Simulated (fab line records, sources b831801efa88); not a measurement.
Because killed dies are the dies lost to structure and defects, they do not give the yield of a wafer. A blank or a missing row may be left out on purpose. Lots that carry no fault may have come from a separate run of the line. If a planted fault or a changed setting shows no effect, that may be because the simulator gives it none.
Which of the tools did it?    flow gf180mcu    13 lots, 39 wafers sampled, at 5 steps of a route of 602

WHAT EACH GAUGE READ, for each wafer
GF_STI_THK_MEAS_02. Usual: STI_OXIDATION_THK typically reads 9.91 nm, with standard deviation 0.16.
lot   measured     on             STI_OXIDATION_THK (nm)  flag
L945  day 2 02:31  film_metro-01  10.01 9.82 9.89         
L947  day 2 14:39  film_metro-03  9.74 9.85 9.77          
L948  day 2 17:31  film_metro-01  9.87 9.96 9.78          
L949  day 2 22:31  film_metro-03  10.14 10.13 10.15       
L951  day 3 08:31  film_metro-03  9.84 9.88 10.10         
L952  day 3 13:31  film_metro-01  9.88 9.71 10.08         
L953  day 3 21:34  film_metro-02  9.82 9.89 10.19         
L955  day 4 06:52  film_metro-02  9.70 9.64 9.84          
L961  day 5 10:36  film_metro-01  10.04 10.03 10.04       
L962  day 5 15:34  film_metro-02  9.75 9.73 9.77          
L963  day 5 20:31  film_metro-01  10.05 10.15 10.16       
L964  day 6 02:47  film_metro-01  10.27 10.33 10.26       
L965  day 6 06:31  film_metro-01  10.08 10.05 9.99        

GF_HV_LDD_TW_MEAS_23. Usual: HV_LDD_2_TW typically reads 1059, with standard deviation 6.6.
lot   measured      on             HV_LDD_2_TW                    flag
L945  day 11 11:07  film_metro-03  1058 1068 1057                 
L947  day 12 14:52  film_metro-03  1063 1058 1063                 
L948  day 13 00:13  film_metro-02  1063 1067 1061                 
L949  day 13 12:37  film_metro-02  1066 1062 1058                 
L951  day 14 01:31  film_metro-03  1056 1053 1051                 
L952  day 14 07:58  film_metro-03  1004 1001 996 1005 1003 1004   OFF
L953  day 14 16:35  film_metro-04  1066 1070 1067                 
L955  day 15 00:50  film_metro-04  1016 1021 1018 1023 1022 1020  OFF
L961  day 16 14:16  film_metro-02  1057 1057 1051                 
L962  day 16 23:20  film_metro-02  1054 1059 1058                 
L963  day 17 08:37  film_metro-02  1055 1056 1058                 
L964  day 17 15:14  film_metro-02  1052 1049 1051                 
L965  day 17 21:12  film_metro-03  1054 1055 1062                 

GF_HV_LDD_RS_MEAS_53: measurement is done with a four-point probe. Usual: HV_LDD_RS typically reads 417.8 ohm/sq, with standard deviation 1.2.
lot   measured      on             HV_LDD_RS (ohm/sq)  flag
L945  day 13 03:08  film_metro-02  418.5 417.9 419.0   
L947  day 14 08:29  film_metro-04  417.2 417.7 416.8   
L948  day 14 18:04  film_metro-02  417.6 418.0 418.3   
L949  day 15 07:16  film_metro-03  418.5 418.3 418.3   
L951  day 15 19:38  film_metro-03  419.9 418.0 419.0   
L952  day 16 03:37  film_metro-04  416.2 416.9 417.4   
L953  day 16 12:35  film_metro-02  416.9 416.5 418.0   
L955  day 16 20:49  film_metro-02  419.5 419.2 418.6   
L961  day 18 11:50  film_metro-02  416.2 415.6 416.0   
L962  day 18 22:11  film_metro-04  417.6 416.0 417.2   
L963  day 19 08:02  film_metro-03  418.5 418.9 418.4   
L964  day 19 14:14  film_metro-04  418.0 417.3 416.6   
L965  day 19 22:22  film_metro-04  416.0 416.3 417.6   

TOOL THAT RAN EACH LOT (tool first, then ch and the chambers of the sampled wafers, then the start)
lot   GF_HV_LDD_IMPLANT_21             GF_HV_LDD_STRIP_37
L945  implanter-04 ch 0, day 11 10:52  plasma_asher-04 ch 0,1, day 12 06:29
L947  implanter-04 ch 0, day 12 14:37  plasma_asher-02 ch 0,1, day 13 11:31
L948  implanter-01 ch 0, day 12 23:58  plasma_asher-01 ch 0,1, day 13 21:16
L949  implanter-01 ch 0, day 13 12:22  plasma_asher-01 ch 0,1, day 14 09:55
L951  implanter-04 ch 0, day 14 01:16  plasma_asher-02 ch 0,1, day 14 22:17
L952  implanter-04 ch 0, day 14 07:43  plasma_asher-01 ch 0,1, day 15 05:32
L953  implanter-02 ch 0, day 14 16:20  plasma_asher-02 ch 0,1, day 15 14:25
L955  implanter-04 ch 0, day 15 00:37  plasma_asher-02 ch 0,1, day 15 22:41
L961  implanter-02 ch 0, day 16 14:01  plasma_asher-04 ch 0,1, day 17 12:32
L962  implanter-02 ch 0, day 16 23:08  plasma_asher-04 ch 0,1, day 17 21:47
L963  implanter-01 ch 0, day 17 08:22  plasma_asher-01 ch 0,1, day 18 07:52
L964  implanter-04 ch 0, day 17 15:01  plasma_asher-04 ch 0,1, day 18 15:09
L965  implanter-01 ch 0, day 17 20:58  plasma_asher-04 ch 0,1, day 18 21:44
- GF_HV_LDD_IMPLANT_21
- GF_HV_LDD_STRIP_37: strips in O2/N2.

AS READ BY THE TOOLS THEMSELVES (means over the sampled wafers that have a number; for cases with no such wafer, the mark the record gives instead)
GF_HV_LDD_IMPLANT_21. Usual: dose_ions_cm2 5e+13, standard deviation 5.1e+10; faraday_current_uA 282, standard deviation 5.8.
lot   tool          dose_ions_cm2  faraday_current_uA  flag
L945  implanter-04  5e+13          287                 
L947  implanter-04  5e+13          284                 
L948  implanter-01  5e+13          285                 
L949  implanter-01  5e+13          281                 
L951  implanter-04  5e+13          278                 
L952  implanter-04  4e+13          242                 OFF
L953  implanter-02  5e+13          279                 
L955  implanter-04  4e+13          239                 OFF
L961  implanter-02  5e+13          283                 
L962  implanter-02  5e+13          280                 
L963  implanter-01  5e+13          281                 
L964  implanter-04  5e+13          280                 
L965  implanter-01  5e+13          284                 

GF_HV_LDD_STRIP_37. Usual: drypump_motor_current_A 5.69 A, standard deviation 0.25; heater_power_w 334 W, standard deviation 23; o2_flow_sccm 2999 sccm, standard deviation 10; oes_product_au 0.715 a.u., standard deviation 0.0044; strip_time_to_endpoint_s 12.621 s, standard deviation 0.029.
lot   tool             drypump_motor_current_A (A)  heater_power_w (W)  o2_flow_sccm (sccm)  oes_product_au (a.u.)  strip_time_to_endpoint_s (s)  flag
L945  plasma_asher-04  5.58                         341                 2995                 0.710                  12.618                        
L947  plasma_asher-02  5.75                         351                 2993                 0.719                  12.625                        
L948  plasma_asher-01  5.51                         305                 3007                 0.718                  12.675                        
L949  plasma_asher-01  5.52                         307                 3004                 0.713                  12.597                        
L951  plasma_asher-02  5.91                         356                 2999                 0.712                  12.611                        
L952  plasma_asher-01  5.52                         317                 3003                 0.714                  12.630                        
L953  plasma_asher-02  5.91                         359                 2996                 0.719                  12.572                        
L955  plasma_asher-02  5.92                         351                 3004                 0.717                  12.649                        
L961  plasma_asher-04  5.78                         325                 3002                 0.715                  12.620                        
L962  plasma_asher-04  5.59                         344                 2986                 0.714                  12.609                        
L963  plasma_asher-01  5.53                         319                 2995                 0.711                  12.596                        
L964  plasma_asher-04  5.79                         326                 3013                 0.713                  12.619                        
L965  plasma_asher-04  5.60                         344                 2997                 0.711                  12.601                        

THE ANSWER, worked out from the rows above alone
Rule: lot off if the mean of its wafers having a number is beyond 3 standard deviations from the usual mean. A lot without any number at a reading at which 4 lots or more have one is off too. All remaining lots with rows at the step are treated as sound. The gauges are gone through in route order, then the tools' own readings, and for those a lot's mean is taken as printed above. At the first step where some lot is off, the reading lying furthest off is the one used; lots without a number count as furthest.
Off: at GF_HV_LDD_TW_MEAS_23 (HV_LDD_2_TW), L952, L955.
If a tool, at a process step before that reading, ran all the lots that are off and no sound lot after the first of them, it fits. The gauges at GF_HV_LDD_TW_MEAS_23 aren't tried: what is off there is off at GF_HV_LDD_IMPLANT_21 too, on other tools, and a gauge's error can't cause that. None of those tried fits.

WHAT THE SIMULATOR PUT IN
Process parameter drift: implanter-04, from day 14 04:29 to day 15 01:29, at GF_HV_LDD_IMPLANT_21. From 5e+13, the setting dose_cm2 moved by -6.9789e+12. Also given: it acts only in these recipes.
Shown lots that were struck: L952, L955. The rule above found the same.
